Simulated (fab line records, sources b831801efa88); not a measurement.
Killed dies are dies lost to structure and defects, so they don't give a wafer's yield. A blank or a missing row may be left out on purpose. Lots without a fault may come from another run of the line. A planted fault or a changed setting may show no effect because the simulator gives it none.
One fault seen from 2 desks | flow sky130 | each desk has only its own numbers; what lay behind them comes last

THE TOOL OWNER'S DESK: litho_track-02
The tool's own readings at SKY_RES_PROTECT_SOFTBAKE_03 (time 60 s): means of the sampled wafers that have a number, for each lot that ran on this tool. A lot is out of limits, marked OUT, if its mean lies more than 4 standard deviations from the usual mean; the brackets give that distance.
Columns: A = exhaust_pa at SKY_RES_PROTECT_SOFTBAKE_03, usual 45.1 Pa; B = heater_power_total_W at SKY_RES_PROTECT_SOFTBAKE_03, usual 56.60 W; C = run_length_s at SKY_RES_PROTECT_SOFTBAKE_03, usual 89.32 s
lot  | first seen here | A    | B                | C
L403 | day 17 05:12    | 45.6 | 57.43 (+17) OUT  | 87.20 (-10) OUT
L405 | day 17 18:08    | 45.7 | 57.01 (+8.4) OUT | 88.20 (-5.3) OUT
L406 | day 18 02:24    | 44.7 | 57.84 (+25) OUT  | 85.77 (-17) OUT
L420 | day 22 20:29    | 45.3 | 56.64            | 89.53
This desk's finding: out of limits on L403, L405, L406; first on L403, day 17 05:12 (heater_power_total_W at SKY_RES_PROTECT_SOFTBAKE_03). In limits: L420.

THE METROLOGY DESK
What the gauges read, lot by lot, whatever tool the lot ran on: means of the sampled wafers that have a number. A lot is out of limits, marked OUT, if its mean lies more than 4 standard deviations from the usual mean; the brackets give that distance.
Columns: A = cd_nm at SKY_SONOS_ONO_CD_MEAS_13, usual 409.5 nm
lot  | first seen here | A
L398 | day 13 10:00    | 409.0
L403 | day 15 04:39    | 408.7
L405 | day 15 17:25    | 409.0
L406 | day 15 22:31    | 409.1
L408 | day 16 12:59    | 409.9
L410 | day 17 07:49    | 406.3
L413 | day 18 05:14    | 408.8
L414 | day 18 16:40    | 411.4
L415 | day 19 09:06    | 407.9
L416 | day 19 10:18    | 408.2
L418 | day 20 07:41    | 410.7
L420 | day 20 18:07    | 410.0
This desk's finding: nothing out of limits on any of the 12 lots.

PUT TOGETHER
The tool owner's desk could have raised an alarm at day 17 05:12, on L403, L405, L406.
The metrology desk saw nothing out of limits.
The metrology desk has L403, L405, L406 on record, within its limits.
Of the lots named, all ran SKY_RES_PROTECT_SOFTBAKE_03 on litho_track-02.

WHAT THE SIMULATOR HAD PUT IN
Process parameter drift: litho_track-02, from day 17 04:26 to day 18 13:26, at SKY_RES_PROTECT_SOFTBAKE_03. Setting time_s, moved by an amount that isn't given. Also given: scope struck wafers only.
Lots struck among those shown: L403, L405, L406.
Hours from the fault's start to each desk's first reading out of limits: the tool owner's desk, 1.
